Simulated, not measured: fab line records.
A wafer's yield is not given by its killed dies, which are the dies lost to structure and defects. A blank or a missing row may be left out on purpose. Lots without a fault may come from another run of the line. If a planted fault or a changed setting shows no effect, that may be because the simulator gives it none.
Chamber matching || flow sky130 || SKY_LI_CONTACT_ETCH_14 on rieDiel-01: 4 sister chambers
The step etches BARC in N2/H2, stops on SiO2, time 45.9 s, target depth 60 nm. 20 wafers are shown with their chamber, then 10 later ones without.

## WAFERS, EACH WITH ITS CHAMBER
{"wafer": "L076.1", "chamber": 3, "drypumpMotorCurrentA (A)": 6.01, "oesProductAu (a.u.)": 0.848, "throttleValvePct (%)": 13.226}
{"wafer": "L076.2", "chamber": 2, "drypumpMotorCurrentA (A)": 5.66, "oesProductAu (a.u.)": 0.854, "throttleValvePct (%)": 13.220}
{"wafer": "L076.3", "chamber": 1, "drypumpMotorCurrentA (A)": 5.50, "oesProductAu (a.u.)": 0.856, "throttleValvePct (%)": 13.224}
{"wafer": "L076.4", "chamber": 0, "drypumpMotorCurrentA (A)": 5.94, "oesProductAu (a.u.)": 0.856, "throttleValvePct (%)": 13.228}
{"wafer": "L076.5", "chamber": 2, "drypumpMotorCurrentA (A)": 5.63, "oesProductAu (a.u.)": 0.856, "throttleValvePct (%)": 13.213}
{"wafer": "L076.6", "chamber": 1, "drypumpMotorCurrentA (A)": 5.47, "oesProductAu (a.u.)": 0.855, "throttleValvePct (%)": 13.208}
{"wafer": "L077.4", "chamber": 3, "drypumpMotorCurrentA (A)": 6.01, "oesProductAu (a.u.)": 0.859, "throttleValvePct (%)": 13.210}
{"wafer": "L077.5", "chamber": 0, "drypumpMotorCurrentA (A)": 5.94, "oesProductAu (a.u.)": 0.853, "throttleValvePct (%)": 13.236}
{"wafer": "L077.6", "chamber": 1, "drypumpMotorCurrentA (A)": 5.49, "oesProductAu (a.u.)": 0.852, "throttleValvePct (%)": 13.231}
{"wafer": "L078.1", "chamber": 2, "drypumpMotorCurrentA (A)": 5.60, "oesProductAu (a.u.)": 0.850, "throttleValvePct (%)": 13.244}
{"wafer": "L078.2", "chamber": 3, "drypumpMotorCurrentA (A)": 5.99, "oesProductAu (a.u.)": 0.853, "throttleValvePct (%)": 13.223}
{"wafer": "L078.4", "chamber": 1, "drypumpMotorCurrentA (A)": 5.47, "oesProductAu (a.u.)": 0.856, "throttleValvePct (%)": 13.239}
{"wafer": "L079.1", "chamber": 1, "drypumpMotorCurrentA (A)": 5.52, "oesProductAu (a.u.)": 0.854, "throttleValvePct (%)": 13.215}
{"wafer": "L079.2", "chamber": 3, "drypumpMotorCurrentA (A)": 6.00, "oesProductAu (a.u.)": 0.852, "throttleValvePct (%)": 13.227}
{"wafer": "L079.3", "chamber": 0, "drypumpMotorCurrentA (A)": 5.94, "oesProductAu (a.u.)": 0.860, "throttleValvePct (%)": 13.211}
{"wafer": "L079.4", "chamber": 2, "drypumpMotorCurrentA (A)": 5.63, "oesProductAu (a.u.)": 0.856, "throttleValvePct (%)": 13.235}
{"wafer": "L079.5", "chamber": 2, "drypumpMotorCurrentA (A)": 5.63, "oesProductAu (a.u.)": 0.860, "throttleValvePct (%)": 13.241}
{"wafer": "L079.6", "chamber": 3, "drypumpMotorCurrentA (A)": 6.00, "oesProductAu (a.u.)": 0.854, "throttleValvePct (%)": 13.224}
{"wafer": "L085.1", "chamber": 0, "drypumpMotorCurrentA (A)": 5.92, "oesProductAu (a.u.)": 0.857, "throttleValvePct (%)": 13.220}
{"wafer": "L085.3", "chamber": 3, "drypumpMotorCurrentA (A)": 5.98, "oesProductAu (a.u.)": 0.854, "throttleValvePct (%)": 13.231}

SIGNATURES (means of the wafers above)
{"reading": "drypumpMotorCurrentA", "chamber 0": 5.9350, "chamber 1": 5.4900, "chamber 2": 5.6300, "chamber 3": 5.9983, "scatter within a chamber": 0.0169}
{"reading": "oesProductAu", "chamber 0": 0.85650, "chamber 1": 0.85460, "chamber 2": 0.85520, "chamber 3": 0.85333, "scatter within a chamber": 0.00309}
{"reading": "throttleValvePct", "chamber 0": 13.22375, "chamber 1": 13.22340, "chamber 2": 13.23060, "chamber 3": 13.22350, "scatter within a chamber": 0.011}
Rule: for a wafer and a chamber, the distance is found by dividing, reading by reading, the gap between the wafer's reading and the chamber's mean by the reading's scatter, squaring, summing and taking the root. The wafer belongs to the nearest chamber; if the next one is less than 2 further off, it can't be placed. The scatter: the root of (the sum of the squares of (reading less its chamber's mean) over the shown wafers, divided by (wafers less chambers)).

## WAFERS WHOSE CHAMBER IS MISSING
{"wafer": "L085.6", "drypumpMotorCurrentA (A)": 5.92, "oesProductAu (a.u.)": 0.856, "throttleValvePct (%)": 13.235}
{"wafer": "L092.1", "drypumpMotorCurrentA (A)": 5.49, "oesProductAu (a.u.)": 0.862, "throttleValvePct (%)": 13.223}
{"wafer": "L092.2", "drypumpMotorCurrentA (A)": 5.93, "oesProductAu (a.u.)": 0.854, "throttleValvePct (%)": 13.223}
{"wafer": "L092.3", "drypumpMotorCurrentA (A)": 5.61, "oesProductAu (a.u.)": 0.856, "throttleValvePct (%)": 13.209}
{"wafer": "L092.4", "drypumpMotorCurrentA (A)": 5.62, "oesProductAu (a.u.)": 0.867, "throttleValvePct (%)": 13.223}
{"wafer": "L092.5", "drypumpMotorCurrentA (A)": 5.91, "oesProductAu (a.u.)": 0.859, "throttleValvePct (%)": 13.216}
{"wafer": "L092.6", "drypumpMotorCurrentA (A)": 5.51, "oesProductAu (a.u.)": 0.855, "throttleValvePct (%)": 13.221}
{"wafer": "L095.1", "drypumpMotorCurrentA (A)": 5.64, "oesProductAu (a.u.)": 0.855, "throttleValvePct (%)": 13.223}
{"wafer": "L095.2", "drypumpMotorCurrentA (A)": 5.52, "oesProductAu (a.u.)": 0.856, "throttleValvePct (%)": 13.215}
{"wafer": "L095.3", "drypumpMotorCurrentA (A)": 5.96, "oesProductAu (a.u.)": 0.854, "throttleValvePct (%)": 13.226}

## CHAMBER TAKEN BY EACH
{"wafer": "L085.6", "from the rows above": 0, "in truth": 0}
{"wafer": "L092.1", "from the rows above": 1, "in truth": 1}
{"wafer": "L092.2", "from the rows above": 0, "in truth": 0}
{"wafer": "L092.3", "from the rows above": 2, "in truth": 2}
{"wafer": "L092.4", "from the rows above": 2, "in truth": 2}
{"wafer": "L092.5", "from the rows above": 0, "in truth": 0}
{"wafer": "L092.6", "from the rows above": 1, "in truth": 1}
{"wafer": "L095.1", "from the rows above": 2, "in truth": 2}
{"wafer": "L095.2", "from the rows above": 1, "in truth": 1}
{"wafer": "L095.3", "from the rows above": "can't be placed: 0 or 3", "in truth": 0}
Correct placement for 9 of the 10. Cannot be placed on the basis of these rows: 1; the candidates contain the true chamber in 1. Number placed wrongly: 0.
